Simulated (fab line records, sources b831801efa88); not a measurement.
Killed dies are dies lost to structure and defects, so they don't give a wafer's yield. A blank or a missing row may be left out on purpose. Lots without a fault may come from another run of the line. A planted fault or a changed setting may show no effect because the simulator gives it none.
Which tool did it? | flow gf180mcu | 13 lots, 39 wafers sampled, at 5 steps of a route of 602

WHAT THE GAUGES READ, wafer by wafer
GF_STI_CD_MEAS_12: target cd 220 nm.
lot  | measured    | on        | cd_nm (nm)
L178 | day 2 02:24 | cd_sem-01 | 220.8 222.1 221.9
L179 | day 2 07:48 | cd_sem-01 | 219.6 219.7 219.9
L180 | day 2 11:24 | cd_sem-01 | 219.3 219.8 218.8
L181 | day 2 18:11 | cd_sem-01 | 220.0 221.1 221.1
L184 | day 3 08:24 | cd_sem-01 | 219.3 218.5 219.3
L187 | day 4 00:11 | cd_sem-02 | 218.5 220.9 219.8
L188 | day 4 05:06 | cd_sem-02 | 220.3 220.8 221.4
L189 | day 4 09:27 | cd_sem-02 | 218.6 217.5 217.3
L190 | day 4 14:25 | cd_sem-01 | 220.6 220.7 220.3
L191 | day 4 20:22 | cd_sem-02 | 220.3 220.3 219.4
L198 | day 6 07:46 | cd_sem-01 | 222.5 222.5 222.5
L199 | day 6 13:30 | cd_sem-02 | 220.4 220.4 220.9
L200 | day 6 19:15 | cd_sem-02 | 221.9 221.8 222.1

GF_DNWELL_TW_MEAS_09.
lot  | measured    | on            | DNWELL_TW
L178 | day 2 19:49 | film_metro-01 | 1353 1361 1364
L179 | day 3 00:24 | film_metro-03 | 1352 1358 1358
L180 | day 3 05:18 | film_metro-02 | 1345 1335 1340
L181 | day 3 12:47 | film_metro-02 | 1333 1337 1339
L184 | day 4 02:19 | film_metro-03 | 1354 1345 1343
L187 | day 4 18:53 | film_metro-02 | 1370 1371 1369
L188 | day 4 23:49 | film_metro-03 | 1345 1352 1343
L189 | day 5 04:15 | film_metro-03 | 1351 1351 1351
L190 | day 5 10:41 | film_metro-01 | 1367 1365 1364
L191 | day 5 16:01 | film_metro-03 | 1359 1361 1358
L198 | day 7 04:04 | film_metro-01 | 2548 2547 2552
L199 | day 7 09:33 | film_metro-01 | 2537 2537 2562
L200 | day 7 16:54 | film_metro-03 | 2514 2529 2520

GF_MVSD_OVL_MEAS_07.
lot  | measured    | on         | MVSD_OVL (nm)
L178 | day 4 12:31 | overlay-01 | 1.5 -0.2 2.1
L179 | day 4 16:51 | overlay-01 | 1.1 -0.6 -0.5
L180 | day 4 21:18 | overlay-01 | -0.2 0.7 0.5
L181 | day 5 05:33 | overlay-01 | 0.3 0.3 -0.8
L184 | day 5 20:49 | overlay-01 | -1.4 1.0 0.8
L187 | day 6 14:42 | overlay-01 | -0.7 -0.3 -0.9
L188 | day 6 21:16 | overlay-01 | 0.1 1.2 0.9
L189 | day 7 01:06 | overlay-02 | -0.1 -0.4 0.6
L190 | day 7 08:07 | overlay-02 | 0.6 -1.0 -0.2
L191 | day 7 14:16 | overlay-02 | 0.1 0.0 0.7
L198 | day 9 05:22 | overlay-02 | -2.3 -1.9 -1.9
L199 | day 9 11:06 | overlay-02 | -2.3 -2.6 -1.6
L200 | day 9 18:48 | overlay-01 | -0.2 -1.4 -0.1

WHICH TOOL RAN EACH LOT (tool, then ch and the chambers of the sampled wafers, then the start)
lot  | GF_STI_ETCH_14                  | GF_DNWELL_IMPLANT_07
L178 | rie_si-01 ch 0,1,2, day 2 02:36 | implanter-04 ch 0, day 2 19:34
L179 | rie_si-01 ch 0,3, day 2 08:00   | implanter-04 ch 0, day 3 00:09
L180 | rie_si-02 ch 0,1,3, day 2 11:36 | implanter-04 ch 0, day 3 05:03
L181 | rie_si-01 ch 0,1,2, day 2 18:22 | implanter-03 ch 0, day 3 12:32
L184 | rie_si-01 ch 0,2,3, day 3 08:36 | implanter-03 ch 0, day 4 02:04
L187 | rie_si-02 ch 1,2, day 4 00:22   | implanter-02 ch 0, day 4 18:38
L188 | rie_si-02 ch 0,1, day 4 05:18   | implanter-03 ch 0, day 4 23:34
L189 | rie_si-01 ch 0,1,3, day 4 09:39 | implanter-03 ch 0, day 5 04:00
L190 | rie_si-01 ch 0,1, day 4 14:36   | implanter-03 ch 0, day 5 10:26
L191 | rie_si-01 ch 0,1,2, day 4 20:33 | implanter-04 ch 0, day 5 15:46
L198 | rie_si-01 ch 0,1,3, day 6 07:57 | implanter-03 ch 0, day 7 03:50
L199 | rie_si-01 ch 1,2,3, day 6 13:42 | implanter-03 ch 0, day 7 09:18
L200 | rie_si-02 ch 0,1,2, day 6 19:27 | implanter-02 ch 0, day 7 16:39
- GF_STI_ETCH_14: etches Si in HBr/Cl2/O2, target depth 360 nm, time 102.9 s.
- GF_DNWELL_IMPLANT_07

WHAT THE TOOLS THEMSELVES READ (means of the sampled wafers that have a number; where no wafer has one, the mark that the record gives instead)
GF_STI_ETCH_14.
lot  | tool      | HBr_flow_sccm (sccm) | drypump_motor_current_A (A) | oes_product_au (a.u.) | throttle_valve_pct (%)
L178 | rie_si-01 | 149.6                | 5.9                         | 1.015                 | 25.646
L179 | rie_si-01 | 150.0                | 5.5                         | 1.025                 | 25.638
L180 | rie_si-02 | 149.8                | 6.1                         | 0.996                 | 25.647
L181 | rie_si-01 | 150.1                | 5.9                         | 1.015                 | 25.644
L184 | rie_si-01 | 149.8                | 5.7                         | 1.014                 | 25.641
L187 | rie_si-02 | 149.7                | 5.9                         | 1.011                 | 25.645
L188 | rie_si-02 | 150.2                | 6.3                         | 1.005                 | 25.645
L189 | rie_si-01 | 150.1                | 5.7                         | 1.019                 | 25.657
L190 | rie_si-01 | 150.2                | 5.9                         | 1.017                 | 25.637
L191 | rie_si-01 | 150.3                | 5.8                         | 1.017                 | 25.650
L198 | rie_si-01 | 150.1                | 5.7                         | 1.024                 | 25.646
L199 | rie_si-01 | 150.3                | 5.9                         | 1.010                 | 25.648
L200 | rie_si-02 | 150.0                | 5.9                         | 1.005                 | 25.648

GF_DNWELL_IMPLANT_07.
lot  | tool         | beam_on_s (s) | faraday_current_uA
L178 | implanter-04 | 9.97          | 56.6
L179 | implanter-04 | 10.06         | 56.1
L180 | implanter-04 | 10.14         | 55.8
L181 | implanter-03 | 10.19         | 55.3
L184 | implanter-03 | 10.07         | 55.8
L187 | implanter-02 | 10.03         | 56.4
L188 | implanter-03 | 9.88          | 57.1
L189 | implanter-03 | 10.00         | 56.4
L190 | implanter-03 | 10.38         | 54.3
L191 | implanter-04 | 9.97          | 56.8
L198 | implanter-03 | 10.02         | 56.3
L199 | implanter-03 | 9.97          | 56.6
L200 | implanter-02 | 10.00         | 56.4

THE ANSWER, worked out from the rows above alone
Rule: what is usual is taken from the lots themselves. Put in order of their means at a reading, lots are off if they are a third of the lots or fewer, leave a main group of 4 or more, and stand apart from it by a gap of 3 or more times the standard deviation of the main group's means; of several such gaps the widest counts. A main group whose means are all the same, to the digits that the tables above print for the reading, isn't used. A lot without any number at a reading at which 4 lots or more have one is off too. The other lots that the step has rows for count as sound. The gauges are gone through in route order, then the tools' own readings, and for those a lot's mean is taken as printed above. The first step at which some lot is off is used, and at that step the reading that is off furthest; a lot without a number counts as furthest.
Off: L198, L199, L200, at GF_DNWELL_TW_MEAS_09 (DNWELL_TW). The main group: mean 1353, standard deviation 10.
A tool fits if, at a process step before that reading, it ran every lot that is off, and no sound lot after the first of them. The gauges at GF_DNWELL_TW_MEAS_09 are tried like those tools. None of those tried fits.

WHAT THE SIMULATOR HAD PUT IN
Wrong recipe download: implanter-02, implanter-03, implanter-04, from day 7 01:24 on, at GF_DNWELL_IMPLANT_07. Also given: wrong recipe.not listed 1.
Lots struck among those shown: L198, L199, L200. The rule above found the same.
